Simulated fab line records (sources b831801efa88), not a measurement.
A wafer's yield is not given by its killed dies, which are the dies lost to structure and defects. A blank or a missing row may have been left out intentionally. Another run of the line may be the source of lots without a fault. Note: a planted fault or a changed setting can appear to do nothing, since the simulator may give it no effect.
What tool caused it? :: flow sfq_line :: 45 wafers from 15 lots sampled at 4 of the route's 325 steps

WHAT THE GAUGES SHOWED, per wafer
The record lacks any reading of a measuring or inspecting step that a usual standard deviation could be used to judge.

EACH LOT AND THE TOOL THAT RAN IT (in order: tool; ch and the chambers of the sampled wafers; start)
lot: L765
SFQ_TRILAYER_I2_DEP_PECVD_063: pecvd-04 ch 0,1,2, day 30 12:48
SFQ_TRILAYER_I2_VIA_LITHO_PEB_070: litho_track-03 ch 0, day 36 18:43
SFQ_TRILAYER_I2_VIA_STRIP_STRIP_071: rie_metal-01 ch 0,1, day 36 19:11
SFQ_TRILAYER_JJ_CE_ETCH_RIE_118: rie_metal-04 ch 0, day 55 17:56

lot: L766
SFQ_TRILAYER_I2_DEP_PECVD_063: pecvd-04 ch 0,1,2, day 30 20:00
SFQ_TRILAYER_I2_VIA_LITHO_PEB_070: litho_track-03 ch 0, day 37 01:54
SFQ_TRILAYER_I2_VIA_STRIP_STRIP_071: rie_metal-03 ch 0,1, day 37 02:23
SFQ_TRILAYER_JJ_CE_ETCH_RIE_118: rie_metal-04 ch 0,1, day 55 20:20

lot: L767
SFQ_TRILAYER_I2_DEP_PECVD_063: pecvd-02 ch 0,1,2, day 31 06:23
SFQ_TRILAYER_I2_VIA_LITHO_PEB_070: litho_track-03 ch 0, day 37 10:18
SFQ_TRILAYER_I2_VIA_STRIP_STRIP_071: rie_metal-03 ch 0,1, day 37 10:47
SFQ_TRILAYER_JJ_CE_ETCH_RIE_118: rie_metal-02 ch 0,1, day 56 11:36

lot: L768
SFQ_TRILAYER_I2_DEP_PECVD_063: pecvd-02 ch 0,1, day 31 15:13
SFQ_TRILAYER_I2_VIA_LITHO_PEB_070: litho_track-01 ch 0, day 37 15:06
SFQ_TRILAYER_I2_VIA_STRIP_STRIP_071: rie_metal-03 ch 0,1, day 37 15:35
SFQ_TRILAYER_JJ_CE_ETCH_RIE_118: rie_metal-02 ch 1, day 56 16:24

lot: L771
SFQ_TRILAYER_I2_DEP_PECVD_063: pecvd-02 ch 1,2, day 32 20:02
SFQ_TRILAYER_I2_VIA_LITHO_PEB_070: litho_track-01 ch 0, day 38 22:19
SFQ_TRILAYER_I2_VIA_STRIP_STRIP_071: rie_metal-01 ch 1, day 38 22:47
SFQ_TRILAYER_JJ_CE_ETCH_RIE_118: rie_metal-02 ch 0, day 62 12:56

lot: L773
SFQ_TRILAYER_I2_DEP_PECVD_063: pecvd-03 ch 0,1, day 33 15:21
SFQ_TRILAYER_I2_VIA_LITHO_PEB_070: litho_track-01 ch 0, day 39 21:06
SFQ_TRILAYER_I2_VIA_STRIP_STRIP_071: rie_metal-01 ch 0,1, day 39 21:35
SFQ_TRILAYER_JJ_CE_ETCH_RIE_118: rie_metal-04 ch 0,1, day 63 19:33

lot: L774
SFQ_TRILAYER_I2_DEP_PECVD_063: pecvd-04 ch 0,1, day 34 02:09
SFQ_TRILAYER_I2_VIA_LITHO_PEB_070: litho_track-01 ch 0, day 40 05:30
SFQ_TRILAYER_I2_VIA_STRIP_STRIP_071: rie_metal-03 ch 0,1, day 40 05:59
SFQ_TRILAYER_JJ_CE_ETCH_RIE_118: rie_metal-02 ch 0, day 64 01:33

lot: L775
SFQ_TRILAYER_I2_DEP_PECVD_063: pecvd-04 ch 0,1,2, day 34 17:08
SFQ_TRILAYER_I2_VIA_LITHO_PEB_070: litho_track-03 ch 0, day 40 17:30
SFQ_TRILAYER_I2_VIA_STRIP_STRIP_071: rie_metal-03 ch 0,1, day 40 17:59
SFQ_TRILAYER_JJ_CE_ETCH_RIE_118: rie_metal-03 ch 0,1, day 64 22:56

lot: L776
SFQ_TRILAYER_I2_DEP_PECVD_063: pecvd-03 ch 0,2, day 35 10:14
SFQ_TRILAYER_I2_VIA_LITHO_PEB_070: litho_track-01 ch 0, day 41 14:20
SFQ_TRILAYER_I2_VIA_STRIP_STRIP_071: rie_metal-02 ch 0,1, day 41 14:49
SFQ_TRILAYER_JJ_CE_ETCH_RIE_118: rie_metal-02 ch 0,1, day 65 01:20

lot: L777
SFQ_TRILAYER_I2_DEP_PECVD_063: pecvd-02 ch 0,1, day 36 04:16
SFQ_TRILAYER_I2_VIA_LITHO_PEB_070: litho_track-03 ch 0, day 42 07:16
SFQ_TRILAYER_I2_VIA_STRIP_STRIP_071: rie_metal-03 ch 0,1, day 42 07:45
SFQ_TRILAYER_JJ_CE_ETCH_RIE_118: rie_metal-02 ch 0,1, day 65 10:56

lot: L782
SFQ_TRILAYER_I2_DEP_PECVD_063: pecvd-04 ch 0,2, day 37 00:47
SFQ_TRILAYER_I2_VIA_LITHO_PEB_070: litho_track-01, day 43 03:41
SFQ_TRILAYER_I2_VIA_STRIP_STRIP_071: rie_metal-02 ch 0,1, day 43 04:09
SFQ_TRILAYER_JJ_CE_ETCH_RIE_118: rie_metal-03 ch 0,1, day 66 12:21

lot: L783
SFQ_TRILAYER_I2_DEP_PECVD_063: pecvd-02 ch 1,2, day 37 01:59
SFQ_TRILAYER_I2_VIA_LITHO_PEB_070: litho_track-04, day 43 07:17
SFQ_TRILAYER_I2_VIA_STRIP_STRIP_071: rie_metal-02 ch 0,1, day 43 07:45
SFQ_TRILAYER_JJ_CE_ETCH_RIE_118: rie_metal-03 ch 0, day 66 15:57

lot: L784
SFQ_TRILAYER_I2_DEP_PECVD_063: pecvd-03 ch 1,2, day 37 04:23
SFQ_TRILAYER_I2_VIA_LITHO_PEB_070: litho_track-04, day 43 08:31
SFQ_TRILAYER_I2_VIA_STRIP_STRIP_071: rie_metal-01 ch 0,1, day 43 09:09
SFQ_TRILAYER_JJ_CE_ETCH_RIE_118: rie_metal-04 ch 0,1, day 66 21:59

lot: L787
SFQ_TRILAYER_I2_DEP_PECVD_063: pecvd-02 ch 0,1,2, day 37 10:25
SFQ_TRILAYER_I2_VIA_LITHO_PEB_070: litho_track-04 ch 0, day 44 00:20
SFQ_TRILAYER_I2_VIA_STRIP_STRIP_071: rie_metal-03 ch 0,1, day 44 00:48
SFQ_TRILAYER_JJ_CE_ETCH_RIE_118: rie_metal-04 ch 1, day 67 07:33

lot: L788
SFQ_TRILAYER_I2_DEP_PECVD_063: pecvd-04 ch 1,2, day 39 17:35
SFQ_TRILAYER_I2_VIA_LITHO_PEB_070: litho_track-01 ch 0, day 45 12:19
SFQ_TRILAYER_I2_VIA_STRIP_STRIP_071: rie_metal-01 ch 0,1, day 45 12:48
SFQ_TRILAYER_JJ_CE_ETCH_RIE_118: rie_metal-03 ch 1, day 68 11:14
- SFQ_TRILAYER_I2_DEP_PECVD_063: deposits SiO2 from SiH4/N2O, time 111.11 s, target thk 500 nm.
- SFQ_TRILAYER_I2_VIA_LITHO_PEB_070: peb time 60 s.
- SFQ_TRILAYER_I2_VIA_STRIP_STRIP_071: strips in O2.
- SFQ_TRILAYER_JJ_CE_ETCH_RIE_118: chemistry SF6, target Nb, stops on Al2O3, time 97.7 s, target depth 170 nm.

WHAT THE TOOLS THEMSELVES READ (means of the sampled wafers that have a number; where no wafer has one, the mark that the record gives instead)
SFQ_TRILAYER_I2_DEP_PECVD_063. Usual: heater_power_w 87 W, standard deviation 11; throttle_valve_pct 24.5 %, standard deviation 1.1.
lot: L765
tool: pecvd-04
heater_power_w (W): 87
throttle_valve_pct (%): 22.9
flag: 

lot: L766
tool: pecvd-04
heater_power_w (W): 89
throttle_valve_pct (%): 23.0
flag: 

lot: L767
tool: pecvd-02
heater_power_w (W): 78
throttle_valve_pct (%): 24.5
flag: 

lot: L768
tool: pecvd-02
heater_power_w (W): 86
throttle_valve_pct (%): 24.3
flag: 

lot: L771
tool: pecvd-02
heater_power_w (W): 78
throttle_valve_pct (%): 23.9
flag: 

lot: L773
tool: pecvd-03
heater_power_w (W): 98
throttle_valve_pct (%): 25.9
flag: 

lot: L774
tool: pecvd-04
heater_power_w (W): 92
throttle_valve_pct (%): 22.9
flag: 

lot: L775
tool: pecvd-04
heater_power_w (W): 93
throttle_valve_pct (%): 23.7
flag: 

lot: L776
tool: pecvd-03
heater_power_w (W): 100
throttle_valve_pct (%): 25.8
flag: 

lot: L777
tool: pecvd-02
heater_power_w (W): 83
throttle_valve_pct (%): 24.3
flag: 

lot: L782
tool: pecvd-04
heater_power_w (W): 81
throttle_valve_pct (%): 23.8
flag: 

lot: L783
tool: pecvd-02
heater_power_w (W): 81
throttle_valve_pct (%): 24.0
flag: 

lot: L784
tool: pecvd-03
heater_power_w (W): 97
throttle_valve_pct (%): 25.8
flag: 

lot: L787
tool: pecvd-02
heater_power_w (W): 81
throttle_valve_pct (%): 24.6
flag: 

lot: L788
tool: pecvd-04
heater_power_w (W): 86
throttle_valve_pct (%): 24.3
flag: 

SFQ_TRILAYER_I2_VIA_LITHO_PEB_070. Usual: chill_plate_temp_C 23.00 C, standard deviation 0.1; exhaust_pa 45.1 Pa, standard deviation 0.95.
lot: L765
tool: litho_track-03
chill_plate_temp_C (C): 23.07
exhaust_pa (Pa): 44.5
flag: 

lot: L766
tool: litho_track-03
chill_plate_temp_C (C): 23.01
exhaust_pa (Pa): 44.7
flag: 

lot: L767
tool: litho_track-03
chill_plate_temp_C (C): 22.80
exhaust_pa (Pa): 45.2
flag: 

lot: L768
tool: litho_track-01
chill_plate_temp_C (C): 23.02
exhaust_pa (Pa): 45.1
flag: 

lot: L771
tool: litho_track-01
chill_plate_temp_C (C): 23.06
exhaust_pa (Pa): 45.8
flag: 

lot: L773
tool: litho_track-01
chill_plate_temp_C (C): 22.95
exhaust_pa (Pa): 44.8
flag: 

lot: L774
tool: litho_track-01
chill_plate_temp_C (C): 22.96
exhaust_pa (Pa): 44.2
flag: 

lot: L775
tool: litho_track-03
chill_plate_temp_C (C): 22.94
exhaust_pa (Pa): 45.9
flag: 

lot: L776
tool: litho_track-01
chill_plate_temp_C (C): 22.96
exhaust_pa (Pa): 45.2
flag: 

lot: L777
tool: litho_track-03
chill_plate_temp_C (C): 23.07
exhaust_pa (Pa): 44.9
flag: 

lot: L782
tool: litho_track-01
chill_plate_temp_C (C): -
exhaust_pa (Pa): -
flag: OFF

lot: L783
tool: litho_track-04
chill_plate_temp_C (C): -
exhaust_pa (Pa): -
flag: OFF

lot: L784
tool: litho_track-04
chill_plate_temp_C (C): -
exhaust_pa (Pa): -
flag: OFF

lot: L787
tool: litho_track-04
chill_plate_temp_C (C): 22.93
exhaust_pa (Pa): 44.9
flag: 

lot: L788
tool: litho_track-01
chill_plate_temp_C (C): 23.05
exhaust_pa (Pa): 46.6
flag: 

SFQ_TRILAYER_I2_VIA_STRIP_STRIP_071. Usual: drypump_motor_current_A 5.6 A, standard deviation 0.55; oes_product_au 0.995 a.u., standard deviation 0.008; platen_temp_c 40.00 C, standard deviation 0.12.
lot: L765
tool: rie_metal-01
drypump_motor_current_A (A): 5.9
oes_product_au (a.u.): 0.993
platen_temp_c (C): 40.08
flag: 

lot: L766
tool: rie_metal-03
drypump_motor_current_A (A): 5.4
oes_product_au (a.u.): 0.999
platen_temp_c (C): 39.94
flag: 

lot: L767
tool: rie_metal-03
drypump_motor_current_A (A): 5.4
oes_product_au (a.u.): 0.998
platen_temp_c (C): 40.03
flag: 

lot: L768
tool: rie_metal-03
drypump_motor_current_A (A): 5.4
oes_product_au (a.u.): 1.000
platen_temp_c (C): 39.86
flag: 

lot: L771
tool: rie_metal-01
drypump_motor_current_A (A): 5.8
oes_product_au (a.u.): 0.995
platen_temp_c (C): 40.00
flag: 

lot: L773
tool: rie_metal-01
drypump_motor_current_A (A): 5.9
oes_product_au (a.u.): 1.000
platen_temp_c (C): 40.05
flag: 

lot: L774
tool: rie_metal-03
drypump_motor_current_A (A): 5.8
oes_product_au (a.u.): 1.006
platen_temp_c (C): 39.96
flag: 

lot: L775
tool: rie_metal-03
drypump_motor_current_A (A): 5.8
oes_product_au (a.u.): 1.005
platen_temp_c (C): 40.12
flag: 

lot: L776
tool: rie_metal-02
drypump_motor_current_A (A): 5.1
oes_product_au (a.u.): 0.991
platen_temp_c (C): 40.03
flag: 

lot: L777
tool: rie_metal-03
drypump_motor_current_A (A): 5.4
oes_product_au (a.u.): 0.992
platen_temp_c (C): 39.91
flag: 

lot: L782
tool: rie_metal-02
drypump_motor_current_A (A): 5.4
oes_product_au (a.u.): 0.980
platen_temp_c (C): 40.08
flag: 

lot: L783
tool: rie_metal-02
drypump_motor_current_A (A): 5.4
oes_product_au (a.u.): 0.986
platen_temp_c (C): 40.02
flag: 

lot: L784
tool: rie_metal-01
drypump_motor_current_A (A): 5.9
oes_product_au (a.u.): 1.005
platen_temp_c (C): 39.98
flag: 

lot: L787
tool: rie_metal-03
drypump_motor_current_A (A): 5.8
oes_product_au (a.u.): 0.990
platen_temp_c (C): 40.09
flag: 

lot: L788
tool: rie_metal-01
drypump_motor_current_A (A): 5.9
oes_product_au (a.u.): 0.999
platen_temp_c (C): 40.04
flag: 

SFQ_TRILAYER_JJ_CE_ETCH_RIE_118. Usual: drypump_motor_current_A 5.4 A, standard deviation 0.52; oes_product_au 0.990 a.u., standard deviation 0.0065.
lot: L765
tool: rie_metal-04
drypump_motor_current_A (A): 5.4
oes_product_au (a.u.): 0.986
flag: 

lot: L766
tool: rie_metal-04
drypump_motor_current_A (A): 5.1
oes_product_au (a.u.): 0.987
flag: 

lot: L767
tool: rie_metal-02
drypump_motor_current_A (A): 5.4
oes_product_au (a.u.): 0.991
flag: 

lot: L768
tool: rie_metal-02
drypump_motor_current_A (A): 4.8
oes_product_au (a.u.): 0.990
flag: 

lot: L771
tool: rie_metal-02
drypump_motor_current_A (A): 5.7
oes_product_au (a.u.): 0.993
flag: 

lot: L773
tool: rie_metal-04
drypump_motor_current_A (A): 5.1
oes_product_au (a.u.): 0.993
flag: 

lot: L774
tool: rie_metal-02
drypump_motor_current_A (A): 5.7
oes_product_au (a.u.): 0.983
flag: 

lot: L775
tool: rie_metal-03
drypump_motor_current_A (A): 5.8
oes_product_au (a.u.): 0.991
flag: 

lot: L776
tool: rie_metal-02
drypump_motor_current_A (A): 5.4
oes_product_au (a.u.): 0.989
flag: 

lot: L777
tool: rie_metal-02
drypump_motor_current_A (A): 5.4
oes_product_au (a.u.): 0.991
flag: 

lot: L782
tool: rie_metal-03
drypump_motor_current_A (A): 5.4
oes_product_au (a.u.): 0.985
flag: 

lot: L783
tool: rie_metal-03
drypump_motor_current_A (A): 5.0
oes_product_au (a.u.): 0.993
flag: 

lot: L784
tool: rie_metal-04
drypump_motor_current_A (A): 5.2
oes_product_au (a.u.): 0.994
flag: 

lot: L787
tool: rie_metal-04
drypump_motor_current_A (A): 4.9
oes_product_au (a.u.): 0.985
flag: 

lot: L788
tool: rie_metal-03
drypump_motor_current_A (A): 6.2
oes_product_au (a.u.): 0.998
flag: 

THE ANSWER, worked out from the rows above alone
Rule: lot off if the mean of its wafers having a number is beyond 3 standard deviations from the usual mean. Also off: a lot with no number at a reading for which 4 or more lots have one. Any other lot the step has rows for is counted as sound. The gauges are gone through in route order, then the tools' own readings, and for those a lot's mean is taken as printed above. At the first step where some lot is off, the reading lying furthest off is the one used; lots without a number count as furthest.
Off at SFQ_TRILAYER_I2_VIA_LITHO_PEB_070 (chill_plate_temp_C): L782, L783, L784. Without a number there: L782, L783, L784.
If a tool, at that step or one of the process steps before it, ran each lot that is off and ran no sound lot following the first of them, it fits. None of those tried fits.

WHAT THE SIMULATOR PUT IN
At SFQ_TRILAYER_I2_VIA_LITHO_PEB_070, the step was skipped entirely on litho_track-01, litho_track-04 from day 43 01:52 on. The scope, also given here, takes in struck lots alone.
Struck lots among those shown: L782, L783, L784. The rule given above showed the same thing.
